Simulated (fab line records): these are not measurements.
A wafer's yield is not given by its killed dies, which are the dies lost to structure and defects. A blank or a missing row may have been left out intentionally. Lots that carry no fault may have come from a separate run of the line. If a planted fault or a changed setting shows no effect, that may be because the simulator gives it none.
Code-filled problem report in 8D (eight disciplines) form / flow sky130 / the parts of the form that need people (team, actions taken, sign-off) are left out

## 1. WHAT WENT WRONG
doseIonsCm2 at SKY_LDD_N_IMPLANT_15 reads a mean of 2e+12 on 6 wafers of 2 lots; wafers without a fault read 5e+12 with a standard deviation of 6.3e+09. That is -99 or more standard deviations from the usual mean.
Seen first at day 21 09:38 on implanter-03, wafer L679.1. The record has a number at this step for 18 wafers belonging to 6 lots. Rule for "out" (also "out of limits"): further than 4 standard deviations from the usual mean. Any other wafer with a number is counted as sound.

## 2. WHAT IT IS; WHAT IT IS NOT
question=which readings at this step | is=doseIonsCm2, faradayCurrentUA | is not=-
question=which lots | is=L679, L681 | is not=L670, L688, L691, L693
question=which wafers of those lots | is=all that have a number | is not=-
question=read on which tools | is=implanter-03 | is not=implanter-02
question=when | is=from day 21 09:38 | is not=up to then (3 sound wafers); but 9 sound wafers of L688, L691, L693 came after

## 3. WHAT RULES OUT EACH SUSPECT
Counting: any tool at a process step up to the reading is kept as a suspect provided that every lot that is out went through it and no sound lot did after the first of them.
- implanter-03 at SKY_LDD_N_IMPLANT_15: ruled out as a lasting fault. After its first lot that is out, L679 (day 21 09:38), sound lots L693 ran on it.
Left after counting: nothing in the record.

## 4. THE CAUSE (what the simulator had put in)
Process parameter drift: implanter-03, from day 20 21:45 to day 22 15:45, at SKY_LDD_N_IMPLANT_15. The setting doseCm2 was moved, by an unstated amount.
Counting ruled it out, wrongly.

## 5. THE EFFECT CHAIN, in route order
Rows list readings where the struck wafers' mean (over those with a number) sits beyond 3 standard deviations from the usual. Only readings for which the record gives a usual standard deviation are gone through. hours: the time from each lot's start at the first step in this table that gives one to its start at this step, as a median over the lots. sigmas: the change in usual standard deviations.
hours=0; step=SKY_LDD_N_IMPLANT_15; reading=doseIonsCm2; usual=5e+12; on struck wafers=2e+12; change=-3e+12; sigmas=-99 or more
hours=0; step=SKY_LDD_N_IMPLANT_15; reading=faradayCurrentUA; usual=28.1; on struck wafers=13.0; change=-15.1; sigmas=-30
Process steps it contains:
- SKY_LDD_N_IMPLANT_15

## 6. HOW IT WOULD HAVE BEEN CAUGHT EARLIER
First out-of-limits reading in this record: day 21 09:38, which is 12 hours after fault onset at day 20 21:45.
